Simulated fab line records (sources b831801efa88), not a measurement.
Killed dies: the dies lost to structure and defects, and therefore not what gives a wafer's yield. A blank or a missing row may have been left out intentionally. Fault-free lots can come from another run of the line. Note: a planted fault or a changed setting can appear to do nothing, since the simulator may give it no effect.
The tool behind it: which one? || flow sky130 || Sampling: 11 lots, 33 wafers, 6 of 708 route steps

WHAT THE GAUGES SHOWED, per wafer
The record lacks any reading of a measuring or inspecting step that a usual standard deviation could be used to judge.

TOOL THAT RAN EACH LOT (tool first, then ch and the chambers of the sampled wafers, then the start)
{"lot": "L700", "SKY_CAP2M_STRIP_14": "plasma-asher-04 ch 0,1, day 41 03:23", "SKY_VIA4_COAT_06": "litho-track-04 ch 0, day 42 18:22", "SKY_VIA4_STRIP_13": "plasma-asher-01 ch 0,1, day 43 06:28", "SKY_VIA4_SPUTTER_17": "pvd-sputter-02, day 43 07:04", "SKY_METAL5_SPUTTER_02": "pvd-sputter-04, day 43 07:53", "SKY_PAD_OPEN_PROBE_99": "-"}
{"lot": "L701", "SKY_CAP2M_STRIP_14": "plasma-asher-02 ch 0,1, day 41 06:25", "SKY_VIA4_COAT_06": "litho-track-03 ch 0, day 42 21:05", "SKY_VIA4_STRIP_13": "plasma-asher-03 ch 0,1, day 43 08:28", "SKY_VIA4_SPUTTER_17": "pvd-sputter-04, day 43 09:04", "SKY_METAL5_SPUTTER_02": "pvd-sputter-02, day 43 09:48", "SKY_PAD_OPEN_PROBE_99": "-"}
{"lot": "L702", "SKY_CAP2M_STRIP_14": "plasma-asher-03 ch 0,1, day 41 17:56", "SKY_VIA4_COAT_06": "litho-track-03 ch 0, day 43 06:40", "SKY_VIA4_STRIP_13": "plasma-asher-02 ch 0,1, day 43 17:49", "SKY_VIA4_SPUTTER_17": "pvd-sputter-04, day 43 18:25", "SKY_METAL5_SPUTTER_02": "pvd-sputter-04, day 43 19:09", "SKY_PAD_OPEN_PROBE_99": "-"}
{"lot": "L704", "SKY_CAP2M_STRIP_14": "plasma-asher-04 ch 0,1, day 42 05:59", "SKY_VIA4_COAT_06": "litho-track-03 ch 0, day 43 18:23", "SKY_VIA4_STRIP_13": "plasma-asher-03 ch 0,1, day 44 06:16", "SKY_VIA4_SPUTTER_17": "pvd-sputter-03, day 44 06:51", "SKY_METAL5_SPUTTER_02": "pvd-sputter-02, day 44 07:44", "SKY_PAD_OPEN_PROBE_99": "-"}
{"lot": "L706", "SKY_CAP2M_STRIP_14": "plasma-asher-04 ch 1, day 43 01:04", "SKY_VIA4_COAT_06": "litho-track-04 ch 0, day 44 12:20", "SKY_VIA4_STRIP_13": "plasma-asher-01 ch 0,1, day 44 23:49", "SKY_VIA4_SPUTTER_17": "pvd-sputter-04, day 45 00:28", "SKY_METAL5_SPUTTER_02": "pvd-sputter-02, day 45 01:13", "SKY_PAD_OPEN_PROBE_99": "prober-01, day 47 16:41"}
{"lot": "L708", "SKY_CAP2M_STRIP_14": "plasma-asher-02 ch 0,1, day 43 14:38", "SKY_VIA4_COAT_06": "litho-track-04 ch 0, day 45 02:26", "SKY_VIA4_STRIP_13": "plasma-asher-01 ch 0,1, day 45 12:43", "SKY_VIA4_SPUTTER_17": "pvd-sputter-03, day 45 13:20", "SKY_METAL5_SPUTTER_02": "pvd-sputter-01, day 45 14:05", "SKY_PAD_OPEN_PROBE_99": "-"}
{"lot": "L711", "SKY_CAP2M_STRIP_14": "plasma-asher-02 ch 0,1, day 44 09:37", "SKY_VIA4_COAT_06": "litho-track-04 ch 0, day 46 04:43", "SKY_VIA4_STRIP_13": "plasma-asher-03 ch 0,1, day 46 15:05", "SKY_VIA4_SPUTTER_17": "pvd-sputter-03, day 46 15:44", "SKY_METAL5_SPUTTER_02": "pvd-sputter-01, day 46 17:28", "SKY_PAD_OPEN_PROBE_99": "prober-02, day 49 07:59"}
{"lot": "L712", "SKY_CAP2M_STRIP_14": "plasma-asher-02 ch 0,1, day 44 18:14", "SKY_VIA4_COAT_06": "litho-track-03 ch 0, day 46 05:19", "SKY_VIA4_STRIP_13": "plasma-asher-02 ch 0,1, day 46 15:10", "SKY_VIA4_SPUTTER_17": "pvd-sputter-02, day 46 15:49", "SKY_METAL5_SPUTTER_02": "pvd-sputter-02, day 46 17:38", "SKY_PAD_OPEN_PROBE_99": "-"}
{"lot": "L717", "SKY_CAP2M_STRIP_14": "plasma-asher-04 ch 0,1, day 45 19:34", "SKY_VIA4_COAT_06": "litho-track-03 ch 0, day 47 05:49", "SKY_VIA4_STRIP_13": "plasma-asher-03 ch 0,1, day 47 15:25", "SKY_VIA4_SPUTTER_17": "pvd-sputter-03, day 47 16:01", "SKY_METAL5_SPUTTER_02": "pvd-sputter-02, day 47 16:45", "SKY_PAD_OPEN_PROBE_99": "prober-02, day 50 03:02"}
{"lot": "L718", "SKY_CAP2M_STRIP_14": "plasma-asher-02 ch 0,1, day 46 08:23", "SKY_VIA4_COAT_06": "litho-track-03 ch 0, day 47 15:16", "SKY_VIA4_STRIP_13": "plasma-asher-03 ch 0,1, day 48 02:03", "SKY_VIA4_SPUTTER_17": "pvd-sputter-02, day 48 02:40", "SKY_METAL5_SPUTTER_02": "pvd-sputter-02, day 48 03:34", "SKY_PAD_OPEN_PROBE_99": "-"}
{"lot": "L719", "SKY_CAP2M_STRIP_14": "plasma-asher-04 ch 0,1, day 46 13:04", "SKY_VIA4_COAT_06": "litho-track-04 ch 0, day 47 21:08", "SKY_VIA4_STRIP_13": "plasma-asher-03 ch 0,1, day 48 07:22", "SKY_VIA4_SPUTTER_17": "pvd-sputter-04, day 48 08:53", "SKY_METAL5_SPUTTER_02": "pvd-sputter-02, day 48 09:41", "SKY_PAD_OPEN_PROBE_99": "-"}
- SKY_CAP2M_STRIP_14: strips in O2/N2.
- SKY_VIA4_COAT_06: resist thk 1140 nm.
- SKY_VIA4_STRIP_13: strips in O2/N2.
- SKY_VIA4_SPUTTER_17: material TiN, target thk 20 nm, time 80 s.
- SKY_METAL5_SPUTTER_02: material AlCu, target thk 1150 nm, time 61.2 s.
- SKY_PAD_OPEN_PROBE_99

AS READ BY THE TOOLS THEMSELVES (means over the sampled wafers that have a number; for cases with no such wafer, the mark the record gives instead)
SKY_CAP2M_STRIP_14. Usual: drypump-motor-current-A 5.19 A, standard deviation 0.17; o2-flow-sccm 2999 sccm, standard deviation 9; oes-product-au 0.710 a.u., standard deviation 0.0043; strip-time-to-endpoint-s 12.66 s, standard deviation 0.049.
{"lot": "L700", "tool": "plasma-asher-04", "drypump-motor-current-A (A)": 5.10, "o2-flow-sccm (sccm)": 2993, "oes-product-au (a.u.)": 0.707, "strip-time-to-endpoint-s (s)": 12.65, "flag": ""}
{"lot": "L701", "tool": "plasma-asher-02", "drypump-motor-current-A (A)": 5.29, "o2-flow-sccm (sccm)": 3006, "oes-product-au (a.u.)": 0.707, "strip-time-to-endpoint-s (s)": 12.61, "flag": ""}
{"lot": "L702", "tool": "plasma-asher-03", "drypump-motor-current-A (A)": 5.26, "o2-flow-sccm (sccm)": 3005, "oes-product-au (a.u.)": 0.710, "strip-time-to-endpoint-s (s)": 12.58, "flag": ""}
{"lot": "L704", "tool": "plasma-asher-04", "drypump-motor-current-A (A)": 5.03, "o2-flow-sccm (sccm)": 2988, "oes-product-au (a.u.)": 0.714, "strip-time-to-endpoint-s (s)": 12.71, "flag": ""}
{"lot": "L706", "tool": "plasma-asher-04", "drypump-motor-current-A (A)": 5.18, "o2-flow-sccm (sccm)": 3001, "oes-product-au (a.u.)": 0.710, "strip-time-to-endpoint-s (s)": 12.69, "flag": ""}
{"lot": "L708", "tool": "plasma-asher-02", "drypump-motor-current-A (A)": 5.21, "o2-flow-sccm (sccm)": 3008, "oes-product-au (a.u.)": 0.707, "strip-time-to-endpoint-s (s)": 12.73, "flag": ""}
{"lot": "L711", "tool": "plasma-asher-02", "drypump-motor-current-A (A)": 5.29, "o2-flow-sccm (sccm)": 2992, "oes-product-au (a.u.)": 0.712, "strip-time-to-endpoint-s (s)": 12.68, "flag": ""}
{"lot": "L712", "tool": "plasma-asher-02", "drypump-motor-current-A (A)": 5.19, "o2-flow-sccm (sccm)": 2996, "oes-product-au (a.u.)": 0.708, "strip-time-to-endpoint-s (s)": 12.76, "flag": ""}
{"lot": "L717", "tool": "plasma-asher-04", "drypump-motor-current-A (A)": 5.08, "o2-flow-sccm (sccm)": 2999, "oes-product-au (a.u.)": 0.709, "strip-time-to-endpoint-s (s)": 12.60, "flag": ""}
{"lot": "L718", "tool": "plasma-asher-02", "drypump-motor-current-A (A)": 5.20, "o2-flow-sccm (sccm)": 2997, "oes-product-au (a.u.)": 0.712, "strip-time-to-endpoint-s (s)": 12.62, "flag": ""}
{"lot": "L719", "tool": "plasma-asher-04", "drypump-motor-current-A (A)": 5.11, "o2-flow-sccm (sccm)": 2998, "oes-product-au (a.u.)": 0.707, "strip-time-to-endpoint-s (s)": 12.62, "flag": ""}

SKY_VIA4_COAT_06. Usual: 45.0 Pa for exhaust-pa, sd 0.68.
{"lot": "L700", "tool": "litho-track-04", "exhaust-pa (Pa)": 45.2, "flag": ""}
{"lot": "L701", "tool": "litho-track-03", "exhaust-pa (Pa)": 44.6, "flag": ""}
{"lot": "L702", "tool": "litho-track-03", "exhaust-pa (Pa)": 44.8, "flag": ""}
{"lot": "L704", "tool": "litho-track-03", "exhaust-pa (Pa)": 45.4, "flag": ""}
{"lot": "L706", "tool": "litho-track-04", "exhaust-pa (Pa)": 44.5, "flag": ""}
{"lot": "L708", "tool": "litho-track-04", "exhaust-pa (Pa)": 45.2, "flag": ""}
{"lot": "L711", "tool": "litho-track-04", "exhaust-pa (Pa)": 45.2, "flag": ""}
{"lot": "L712", "tool": "litho-track-03", "exhaust-pa (Pa)": 45.3, "flag": ""}
{"lot": "L717", "tool": "litho-track-03", "exhaust-pa (Pa)": 44.5, "flag": ""}
{"lot": "L718", "tool": "litho-track-03", "exhaust-pa (Pa)": 44.3, "flag": ""}
{"lot": "L719", "tool": "litho-track-04", "exhaust-pa (Pa)": 45.3, "flag": ""}

SKY_VIA4_STRIP_13. Usual: drypump-motor-current-A 5.3 A, standard deviation 0.31; o2-flow-sccm 3002 sccm, standard deviation 8.5; oes-product-au 0.709 a.u., standard deviation 0.0043; strip-time-to-endpoint-s 12.80 s, standard deviation 0.032.
{"lot": "L700", "tool": "plasma-asher-01", "drypump-motor-current-A (A)": 5.1, "o2-flow-sccm (sccm)": 3006, "oes-product-au (a.u.)": 0.711, "strip-time-to-endpoint-s (s)": 12.81, "flag": ""}
{"lot": "L701", "tool": "plasma-asher-03", "drypump-motor-current-A (A)": 5.3, "o2-flow-sccm (sccm)": 3002, "oes-product-au (a.u.)": 0.707, "strip-time-to-endpoint-s (s)": 12.79, "flag": ""}
{"lot": "L702", "tool": "plasma-asher-02", "drypump-motor-current-A (A)": 5.2, "o2-flow-sccm (sccm)": 3001, "oes-product-au (a.u.)": 0.711, "strip-time-to-endpoint-s (s)": 12.81, "flag": ""}
{"lot": "L704", "tool": "plasma-asher-03", "drypump-motor-current-A (A)": 5.3, "o2-flow-sccm (sccm)": 3003, "oes-product-au (a.u.)": 0.711, "strip-time-to-endpoint-s (s)": 12.80, "flag": ""}
{"lot": "L706", "tool": "plasma-asher-01", "drypump-motor-current-A (A)": 5.5, "o2-flow-sccm (sccm)": 2998, "oes-product-au (a.u.)": 0.709, "strip-time-to-endpoint-s (s)": 12.77, "flag": ""}
{"lot": "L708", "tool": "plasma-asher-01", "drypump-motor-current-A (A)": 5.0, "o2-flow-sccm (sccm)": 3002, "oes-product-au (a.u.)": 0.708, "strip-time-to-endpoint-s (s)": 12.78, "flag": ""}
{"lot": "L711", "tool": "plasma-asher-03", "drypump-motor-current-A (A)": 5.3, "o2-flow-sccm (sccm)": 2998, "oes-product-au (a.u.)": 0.707, "strip-time-to-endpoint-s (s)": 12.81, "flag": ""}
{"lot": "L712", "tool": "plasma-asher-02", "drypump-motor-current-A (A)": 5.3, "o2-flow-sccm (sccm)": 2999, "oes-product-au (a.u.)": 0.707, "strip-time-to-endpoint-s (s)": 12.79, "flag": ""}
{"lot": "L717", "tool": "plasma-asher-03", "drypump-motor-current-A (A)": 5.3, "o2-flow-sccm (sccm)": 3006, "oes-product-au (a.u.)": 0.711, "strip-time-to-endpoint-s (s)": 12.38, "flag": "OFF"}
{"lot": "L718", "tool": "plasma-asher-03", "drypump-motor-current-A (A)": 5.3, "o2-flow-sccm (sccm)": 2995, "oes-product-au (a.u.)": 0.706, "strip-time-to-endpoint-s (s)": 12.37, "flag": "OFF"}
{"lot": "L719", "tool": "plasma-asher-03", "drypump-motor-current-A (A)": 5.3, "o2-flow-sccm (sccm)": 3006, "oes-product-au (a.u.)": 0.713, "strip-time-to-endpoint-s (s)": 12.81, "flag": ""}

SKY_VIA4_SPUTTER_17. Usual: cathode-dc-power-W 4000.0 W, standard deviation 0.74; throttle-valve-pct 29.6 %, standard deviation 1.
{"lot": "L700", "tool": "pvd-sputter-02", "cathode-dc-power-W (W)": 3999.4, "throttle-valve-pct (%)": 28.2, "flag": ""}
{"lot": "L701", "tool": "pvd-sputter-04", "cathode-dc-power-W (W)": 4000.0, "throttle-valve-pct (%)": 29.5, "flag": ""}
{"lot": "L702", "tool": "pvd-sputter-04", "cathode-dc-power-W (W)": 4000.6, "throttle-valve-pct (%)": 29.7, "flag": ""}
{"lot": "L704", "tool": "pvd-sputter-03", "cathode-dc-power-W (W)": 4000.5, "throttle-valve-pct (%)": 30.5, "flag": ""}
{"lot": "L706", "tool": "pvd-sputter-04", "cathode-dc-power-W (W)": 4000.0, "throttle-valve-pct (%)": 29.6, "flag": ""}
{"lot": "L708", "tool": "pvd-sputter-03", "cathode-dc-power-W (W)": 4000.2, "throttle-valve-pct (%)": 30.3, "flag": ""}
{"lot": "L711", "tool": "pvd-sputter-03", "cathode-dc-power-W (W)": 4000.4, "throttle-valve-pct (%)": 30.5, "flag": ""}
{"lot": "L712", "tool": "pvd-sputter-02", "cathode-dc-power-W (W)": 4000.3, "throttle-valve-pct (%)": 28.4, "flag": ""}
{"lot": "L717", "tool": "pvd-sputter-03", "cathode-dc-power-W (W)": 4000.0, "throttle-valve-pct (%)": 30.4, "flag": ""}
{"lot": "L718", "tool": "pvd-sputter-02", "cathode-dc-power-W (W)": 4000.1, "throttle-valve-pct (%)": 28.4, "flag": ""}
{"lot": "L719", "tool": "pvd-sputter-04", "cathode-dc-power-W (W)": 4000.0, "throttle-valve-pct (%)": 30.1, "flag": ""}

SKY_METAL5_SPUTTER_02. Usual: cathode-dc-power-W 10600 W, standard deviation 2.1; throttle-valve-pct 29.5 %, standard deviation 1.1.
{"lot": "L700", "tool": "pvd-sputter-04", "cathode-dc-power-W (W)": 10601, "throttle-valve-pct (%)": 30.2, "flag": ""}
{"lot": "L701", "tool": "pvd-sputter-02", "cathode-dc-power-W (W)": 10599, "throttle-valve-pct (%)": 28.1, "flag": ""}
{"lot": "L702", "tool": "pvd-sputter-04", "cathode-dc-power-W (W)": 10601, "throttle-valve-pct (%)": 30.2, "flag": ""}
{"lot": "L704", "tool": "pvd-sputter-02", "cathode-dc-power-W (W)": 10601, "throttle-valve-pct (%)": 30.4, "flag": ""}
{"lot": "L706", "tool": "pvd-sputter-02", "cathode-dc-power-W (W)": 10601, "throttle-valve-pct (%)": 30.1, "flag": ""}
{"lot": "L708", "tool": "pvd-sputter-01", "cathode-dc-power-W (W)": 10601, "throttle-valve-pct (%)": 30.4, "flag": ""}
{"lot": "L711", "tool": "pvd-sputter-01", "cathode-dc-power-W (W)": 10600, "throttle-valve-pct (%)": 30.6, "flag": ""}
{"lot": "L712", "tool": "pvd-sputter-02", "cathode-dc-power-W (W)": 10598, "throttle-valve-pct (%)": 28.7, "flag": ""}
{"lot": "L717", "tool": "pvd-sputter-02", "cathode-dc-power-W (W)": 10600, "throttle-valve-pct (%)": 28.8, "flag": ""}
{"lot": "L718", "tool": "pvd-sputter-02", "cathode-dc-power-W (W)": 10601, "throttle-valve-pct (%)": 29.1, "flag": ""}
{"lot": "L719", "tool": "pvd-sputter-02", "cathode-dc-power-W (W)": 10601, "throttle-valve-pct (%)": 29.1, "flag": ""}

SKY_PAD_OPEN_PROBE_99. Usual: defect-limited-yield 82.3 %, standard deviation 1.8; killed_at_M0_to_M3 43, standard deviation 6; killed_at_M4_up 3.2, standard deviation 1.9; killed-at-contacts 25, standard deviation 5.4; killed-at-front-end 15, standard deviation 4.5; killed-at-other 0.3, standard deviation 0.59; killed-dies 87, standard deviation 8.7; killed-open 47, standard deviation 6.7; killed-short 39, standard deviation 5.7; sort_bin_3_pad_short 0.9 %, standard deviation 0.43; sort_bin_5_function 10.4 %, standard deviation 1.4; sort_bin_6_memory 6.4 %, standard deviation 1.2; sort-n-pass 405, standard deviation 8.7; sort-yield-pct 82.3 %, standard deviation 1.8.
{"lot": "L706", "tool": "prober-01", "defect-limited-yield (%)": 83.5, "killed_at_M0_to_M3": 44, "killed_at_M4_up": 4.0, "killed-at-contacts": 18, "killed-at-front-end": 15, "killed-at-other": 0.3, "killed-dies": 81, "killed-open": 44, "killed-short": 37, "sort_bin_3_pad_short (%)": 0.6, "sort_bin_5_function (%)": 8.9, "sort_bin_6_memory (%)": 7.0, "sort-n-pass": 411, "sort-yield-pct (%)": 83.5, "flag": ""}
{"lot": "L711", "tool": "prober-02", "defect-limited-yield (%)": 83.6, "killed_at_M0_to_M3": 46, "killed_at_M4_up": 2.0, "killed-at-contacts": 18, "killed-at-front-end": 15, "killed-at-other": 0.0, "killed-dies": 81, "killed-open": 45, "killed-short": 35, "sort_bin_3_pad_short (%)": 0.7, "sort_bin_5_function (%)": 10.0, "sort_bin_6_memory (%)": 5.8, "sort-n-pass": 411, "sort-yield-pct (%)": 83.6, "flag": ""}
{"lot": "L717", "tool": "prober-02", "defect-limited-yield (%)": 82.0, "killed_at_M0_to_M3": 44, "killed_at_M4_up": 3.0, "killed-at-contacts": 28, "killed-at-front-end": 13, "killed-at-other": 0.0, "killed-dies": 88, "killed-open": 45, "killed-short": 43, "sort_bin_3_pad_short (%)": 0.9, "sort_bin_5_function (%)": 10.4, "sort_bin_6_memory (%)": 6.6, "sort-n-pass": 404, "sort-yield-pct (%)": 82.0, "flag": ""}

THE ANSWER, worked out from the rows above alone
Rule: lot off if the mean of its wafers having a number is beyond 3 standard deviations from the usual mean. A lot without any number at a reading at which 4 lots or more have one is off too. Where the step has rows for the other lots, those lots are counted as sound. First the gauges in route order, then the tools' own readings, where a lot's mean is used as printed above. At the first step where some lot is off, the reading lying furthest off is the one used; lots without a number count as furthest.
Off: L717, L718 (SKY_VIA4_STRIP_13, strip-time-to-endpoint-s).
If a tool, at that step or one of the process steps before it, ran each lot that is off and ran no sound lot following the first of them, it fits. One fits: litho-track-03 at SKY_VIA4_COAT_06. A fault onset in the window from L712 (day 46 05:19, its last sound lot) to L717 (day 47 05:49, its first lot off) fits.

WHAT THE SIMULATOR HAD INSERTED
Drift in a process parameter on litho-track-03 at SKY_VIA4_COAT_06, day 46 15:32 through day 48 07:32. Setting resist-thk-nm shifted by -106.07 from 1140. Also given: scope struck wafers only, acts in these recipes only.
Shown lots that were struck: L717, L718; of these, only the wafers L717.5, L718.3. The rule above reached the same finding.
